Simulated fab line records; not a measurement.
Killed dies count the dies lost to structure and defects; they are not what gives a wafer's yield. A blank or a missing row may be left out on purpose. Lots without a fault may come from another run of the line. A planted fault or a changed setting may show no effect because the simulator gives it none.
Struck lot and sound lot, side by side    flow sky130    15 steps out of a route of 708
Sound: the wafers L722.2, L722.3, L722.5. Wafers struck: L736.4, L736.5, L736.6. The cause comes at the end.
For every step that has rows: the tool of each side, followed by ch and its chambers, followed by its first start. Under that, the readings that differ: sound wafers    struck wafers    difference of the means    sigmas: that difference in standard deviations of wafers without a fault.
alike: readings with means less than 2 such deviations apart, plus words and numbers identical on both sides. not compared: withheld readings, readings lacking a value on some wafer, bounds such as >300 that could conceal the same value, and numbers that have no deviation in the record and whose values overlap.
The two part at a step that has a row with sigmas, a row that says differs or no value, or rows on one side only. When numbers do not overlap yet have no deviation, they are printed without sigmas and do not part them. A reading missing from all wafers of one side parts the sides only when that side holds two or more wafers.

first, 4 steps without rows for these wafers: SKY_LDD_HVP_SOFTBAKE_03 (time 60 s); SKY_LDD_HVP_EXPOSE_04 (exposes mask HVPTM, target cd 700 nm); SKY_LDD_HVP_PEB_05; SKY_LDD_HVP_DEVELOP_06 (develop time 60 s).
SKY_LDD_HVP_OVL_MEAS_07:
  sound on overlay-02 at day 21 13:38; struck on overlay-02 at day 26 12:43
  alike: LDD_HVP_OVL
following that, these wafers have no rows for 1 step: SKY_LDD_HVP_IMPLANT_08.
SKY_LDD_HVP_STRIP_09: strips in O2/N2.
  sound on plasma asher-04 ch 0,1, day 21 13:49; struck on plasma asher-01 ch 0,1, day 26 12:55
reading                      sound           struck          difference  sigmas
drypump motor current A (A)  5.60 5.59 5.43  6.34 6.38 6.16  +0.75       +3
  alike: o2 flow sccm, oes product au, strip time to endpoint s
  not compared: rf hours counter h
SKY_LDD_HVP_TW_MEAS_10:
  sound on film metro-01 at day 21 13:55; struck on film metro-04 at day 26 13:01
reading     sound        struck       difference  sigmas
LDD_HVP_TW  468 465 465  459 459 459  -7          -2
then, 4 steps without rows for these wafers: SKY_LDD_LDN_DEHYDRATE_00 (time 60 s); SKY_LDD_LDN_HMDS_01 (prime time 60 s); SKY_LDD_LDN_COAT_02 (resist thk 1140 nm); SKY_LDD_LDN_SOFTBAKE_03 (time 60 s).
SKY_LDD_LDN_EXPOSE_04: exposes mask LDNTM, target cd 700 nm.
  sound on iline stepper-01 ch 0, day 22 04:56; struck on iline stepper-01 ch 0, day 27 03:22
reading  sound                    struck                            difference  sigmas
mask     LDNTM#0 LDNTM#0 LDNTM#0  LDNTM_R1#0 LDNTM_R1#0 LDNTM_R1#0  differs     
following that, these wafers have no rows for 1 step: SKY_LDD_LDN_PEB_05.
-- the record jumps here: 22 days lie between the struck wafers' starts before and after (it left off in module LDD_LDN and takes up again in module PAD_OPEN, whose first step shown is number 708 of the route) --
SKY_PAD_OPEN_PROBE_99:
  only the struck wafers here have rows in the record (prober-01, day 49 03:13); the sound ones have none

== WHERE THEY PART ==
First at SKY_LDD_HVP_STRIP_09; last, within this record, at SKY_PAD_OPEN_PROBE_99.

WHY: what had been put in by the simulator
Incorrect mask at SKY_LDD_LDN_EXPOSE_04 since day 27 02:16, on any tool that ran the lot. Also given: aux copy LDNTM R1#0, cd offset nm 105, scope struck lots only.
